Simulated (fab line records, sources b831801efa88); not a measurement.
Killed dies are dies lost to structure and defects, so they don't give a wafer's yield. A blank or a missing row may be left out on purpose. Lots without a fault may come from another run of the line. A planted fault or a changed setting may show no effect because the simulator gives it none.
Problem report in the 8D (eight disciplines) form, filled by code | flow sky130 | the parts of the form that need people (team, actions taken, sign-off) are left out

1. THE PROBLEM
POLY_GATE_OXIDATION_THK at SKY_POLY_GATE_THK_MEAS_21 reads a mean of 3.41 nm on 6 wafers of 2 lots; wafers without a fault read 4.02 nm with a standard deviation of 0.074. That is -8.3 standard deviations from the usual mean.
First seen on wafer L668.2, day 21 15:58, on film_metro-03. The record holds 42 wafers of 14 lots with a number at this step. Rule for "out", or "out of limits": more than 4 standard deviations from the usual mean. The other wafers with a number count as sound.

2. WHAT IT IS AND WHAT IT IS NOT
question                    | is                           | is not
which readings at this step | POLY_GATE_OXIDATION_THK      | -
which lots                  | L668, L669                   | L655, L656, L657, L658, L659, L661, L662, L664, L666, L676, L677, L678
which wafers of those lots  | all that have a number       | -
read on which gauges        | film_metro-03, film_metro-04 | film_metro-02
when                        | from day 21 15:58            | up to then (27 sound wafers); but 9 sound wafers of L676, L677, L678 came after

3. SUSPECTS, AND WHAT RULES EACH OUT
Counting: a tool at a process step up to the reading stays a suspect if it ran every lot that is out and no sound lot after the first of them.
- the gauge at SKY_POLY_GATE_THK_MEAS_21: ruled out. The wafers that are out were read on 2 gauges (film_metro-03, film_metro-04).
- furnace-02 at SKY_POLY_GATE_OXIDATION_20 (stabilise 600 s, purge 300 s, target thk 4 nm): ruled out as a lasting fault. Sound lots L676, L677 ran on it after its first lot that is out, L668 (day 21 14:43).
Left after counting: nothing in the record.

4. THE CAUSE (what the simulator had put in)
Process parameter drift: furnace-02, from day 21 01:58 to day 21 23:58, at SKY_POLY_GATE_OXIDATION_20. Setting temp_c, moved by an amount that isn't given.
Counting ruled it out, wrongly: the rule takes a fault to strike every lot that its tool runs from its start on, and this one did not.

5. THE CHAIN OF EFFECTS, in route order
Each row: a reading whose mean over the struck wafers that have a number lies more than 3 standard deviations from the usual. Only readings for which the record gives a usual standard deviation are gone through. hours: the time from each lot's start at the first step in this table that gives one to its start at this step, as a median over the lots. sigmas: the change in usual standard deviations.
hours | step                       | reading                 | usual    | on struck wafers | change | sigmas
0     | SKY_POLY_GATE_OXIDATION_20 | spike_tc_bottom_C       | 867.8 C  | 854.3            | -13.5  | -9.6
0     | SKY_POLY_GATE_OXIDATION_20 | spike_tc_centre_C       | 850.1 C  | 838.1            | -12.0  | -12
0     | SKY_POLY_GATE_OXIDATION_20 | spike_tc_lower_C        | 848.4 C  | 836.4            | -12.0  | -12
0     | SKY_POLY_GATE_OXIDATION_20 | spike_tc_top_C          | 862.5 C  | 850.5            | -12.0  | -10
0     | SKY_POLY_GATE_OXIDATION_20 | spike_tc_upper_C        | 850.2 C  | 839.2            | -11.0  | -9.1
0     | SKY_POLY_GATE_OXIDATION_20 | tube_center_temp_C      | 849.99 C | 837.73           | -12.26 | -99 or more
0     | SKY_POLY_GATE_OXIDATION_20 | tube_center_temp_C_max  | 852.2    | 840.2            | -12.0  | -34
1     | SKY_POLY_GATE_THK_MEAS_21  | POLY_GATE_OXIDATION_THK | 4.02 nm  | 3.41             | -0.61  | -8.3
The process steps in it:
- SKY_POLY_GATE_OXIDATION_20: stabilise 600 s, purge 300 s, target thk 4 nm.

6. WHAT WOULD HAVE CAUGHT IT SOONER
In this record the first reading out of limits at a measuring or inspecting step was taken at day 21 15:58, 14 hours after the fault began at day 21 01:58.
The tool's own readings at SKY_POLY_GATE_OXIDATION_20 were out on every struck wafer that the step has a row for (spike_tc_bottom_C, spike_tc_centre_C, spike_tc_lower_C, spike_tc_top_C, spike_tc_upper_C, tube_center_temp_C, tube_center_temp_C_max): an alarm limit on them would have fired on the first of those.
